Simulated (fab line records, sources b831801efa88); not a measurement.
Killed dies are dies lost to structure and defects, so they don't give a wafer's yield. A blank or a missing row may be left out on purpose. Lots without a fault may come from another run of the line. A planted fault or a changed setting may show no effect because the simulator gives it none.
A struck lot beside a sound one | flow gf180mcu | 16 steps out of a route of 602
Sound: wafers L885.2, L885.4, L885.6. Struck: wafers L893.3, L893.5, L893.6. The cause comes at the end.
At each step with rows: each side's tool, then ch and its chambers, then its first start. Under that, the readings that differ: sound wafers | struck wafers | difference of the means | sigmas: that difference in standard deviations of wafers without a fault.
alike: readings whose means differ by less than 2 such deviations, and words and numbers that are the same on both sides. not compared: withheld readings, readings that some wafer has no value for, bounds like >300 that may hide the same value, and numbers for which the record gives no deviation and whose values overlap.
The two part at a step that has a row with sigmas, a row that says differs or no value, or rows on one side only. Numbers that don't overlap but have no deviation are shown without sigmas and don't part them. A reading that every wafer of one side lacks parts them only if that side has two wafers or more.

first, 3 steps without rows for these wafers: GF_V2_EXPOSE_11 (exposes mask Via2, target cd 260 nm); GF_V2_PEB_12 (peb time 90 s); GF_V2_DEVELOP_13 (develop time 60 s).
GF_V2_CD_MEAS_14: target cd 260 nm.
  sound on cd_sem-01, day 21 13:55; struck on cd_sem-02, day 24 08:52
  alike: cd_nm
GF_V2_OVL_MEAS_15:
  sound on overlay-01, day 21 14:02; struck on overlay-02, day 24 08:57
  reading     | sound | struck    | difference | sigmas
  V2_OVL (nm) | 4 5 6 | -10 -3 -1 | -10        | -2
GF_V2_ETCH_16: etches BARC in N2/H2.
  sound on rie_diel-04 ch 1,2,3, day 21 14:04; struck on rie_diel-01 ch 0,1,3, day 24 08:59
  alike: bias_w, drypump_motor_current_A, oes_product_au, throttle_valve_pct
GF_V2_ETCH_17: etches SiO2 in C4F8/O2/Ar, stops on TiN, target depth 630 nm.
  sound on rie_diel-04 ch 1,2,3; struck on rie_diel-01 ch 0,1,3
  alike: bias_w, oes_product_au
GF_V2_STRIP_18: strips in O2/N2.
  sound on plasma_asher-01 ch 0,1, day 21 14:11; struck on plasma_asher-03 ch 0,1, day 24 09:08
  alike: drypump_motor_current_A, heater_power_w, oes_product_au
  not compared: rf_hours_counter_h
then, 2 steps without rows for these wafers: GF_V2_STRIP_19 (strips in post etch residue remover, time 1200 s); GF_V2_CLEAN_20 (cleans in DIW).
GF_V2_SPUTTER_21: material Ti, target thk 15 nm, time 80.02 s.
  sound on pvd_sputter-02, day 21 14:44; struck on pvd_sputter-03, day 24 09:39
  reading                | sound          | struck         | difference | sigmas
  throttle_valve_pct (%) | 31.8 31.8 31.8 | 29.7 29.6 30.0 | -2.0       | -2
  alike: substrate_temp_c
GF_V2_SPUTTER_22: material TiN, target thk 10 nm, time 40 s.
  sound on pvd_sputter-02, day 21 14:48; struck on pvd_sputter-03, day 24 09:43
  alike: throttle_valve_pct
GF_V2_CVD_23: deposits W, target thk 350 nm, time 104.94 s.
  sound on cvd_w-02 ch 0,1, day 21 14:50; struck on cvd_w-02 ch 0,1, day 24 09:47
  no value came back on the struck wafers for chamber_pressure_Torr (Torr), heater_power_outer_w (W), heater_power_w (W), time_s (s); on the sound wafers chamber_pressure_Torr (Torr) reads 39.97 40.09 39.94
GF_V2_RS_MEAS_24: measures by four-point-probe.
  sound on film_metro-01, day 21 14:58; struck on film_metro-04, day 24 09:54
  reading          | sound                | struck               | difference | sigmas
  V2_W_RS (ohm/sq) | 0.3310 0.3301 0.3231 | 43.024 43.459 43.436 | +42.978    | +99 or more
GF_V2_THK_MEAS_25: measures by xrf.
  sound on film_metro-01, day 21 15:05; struck on film_metro-04, day 24 10:00
  not compared: V2_W_THK
GF_V2_CMP_26: polishes, stops on SiO2, t overpolish 15 s, target thk 0 nm.
  sound on cmp-02 ch 0,3, day 21 15:08; struck on cmp-02 ch 1,2, day 24 10:05
  reading                | sound    | struck | difference | sigmas
  time_to_endpoint_s (s) | 85 85 89 | 3 5 6  | -82        | -25
  alike: edge_zone_pressure_frac, motor_current_A

WHERE THEY PART
First at GF_V2_OVL_MEAS_15; last, within this record, at GF_V2_CMP_26.

WHY: what the simulator had put in
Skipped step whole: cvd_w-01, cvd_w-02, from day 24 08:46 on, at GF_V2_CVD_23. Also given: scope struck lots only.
